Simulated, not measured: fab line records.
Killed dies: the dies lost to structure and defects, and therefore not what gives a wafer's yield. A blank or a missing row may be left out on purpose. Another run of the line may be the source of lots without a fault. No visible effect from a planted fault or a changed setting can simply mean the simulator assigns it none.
Matching of chambers -- flow gf180mcu -- GF_V1_CVD_02 on pecvd-03 has 3 sister chambers
The step deposits SiO2 from TEOS, target thk 850 nm, time 94.851 s. 18 wafers are shown with their chamber, then 9 later ones without.

WAFERS WITH THEIR CHAMBER
wafer,chamber,heater-power-w (W)
L076.1,2,631
L076.2,1,849
L076.5,1,872
L077.1,0,680
L077.4,1,694
L077.6,2,539
L078.2,2,613
L078.5,1,697
L078.6,0,773
L082.1,1,803
L082.3,2,608
L082.4,0,727
L085.4,1,851
L085.5,0,781
L085.6,2,661
L086.2,2,611
L086.3,1,764
L086.4,1,811

SIGNATURES (averages over the wafers above)
reading,chamber 0,chamber 1,chamber 2,scatter within a chamber
heater-power-w,740.25,792.62,610.50,56.4
Rule: for each reading, subtract the chamber's mean from the wafer's reading, divide by that reading's scatter and square the result; add these up over the readings and take the root, which gives the wafer's distance from the chamber. The wafer belongs to the nearest chamber; if the next one is less than 2 further off, it can't be placed. The scatter: take each reading less its chamber's mean, square it, sum over the shown wafers, divide by the number of wafers less the number of chambers, and take the root.

WAFERS WITHOUT THEIR CHAMBER
wafer,heater-power-w (W)
L092.1,732
L092.2,617
L092.4,803
L093.1,537
L093.3,823
L093.5,595
L095.1,788
L095.2,754
L095.6,768

THE CHAMBER EACH PASSED THROUGH
wafer,from the rows above,in truth
L092.1,can't be placed: 0 or 1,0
L092.2,2,2
L092.4,can't be placed: 1 or 0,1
L093.1,2,2
L093.3,can't be placed: 1 or 0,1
L093.5,2,2
L095.1,can't be placed: 1 or 0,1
L095.2,can't be placed: 0 or 1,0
L095.6,can't be placed: 1 or 0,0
Placed correctly: 3 of 9. Unplaceable from these rows: 6, with the true chamber sitting among the candidates in 6. Number placed wrongly: 0.
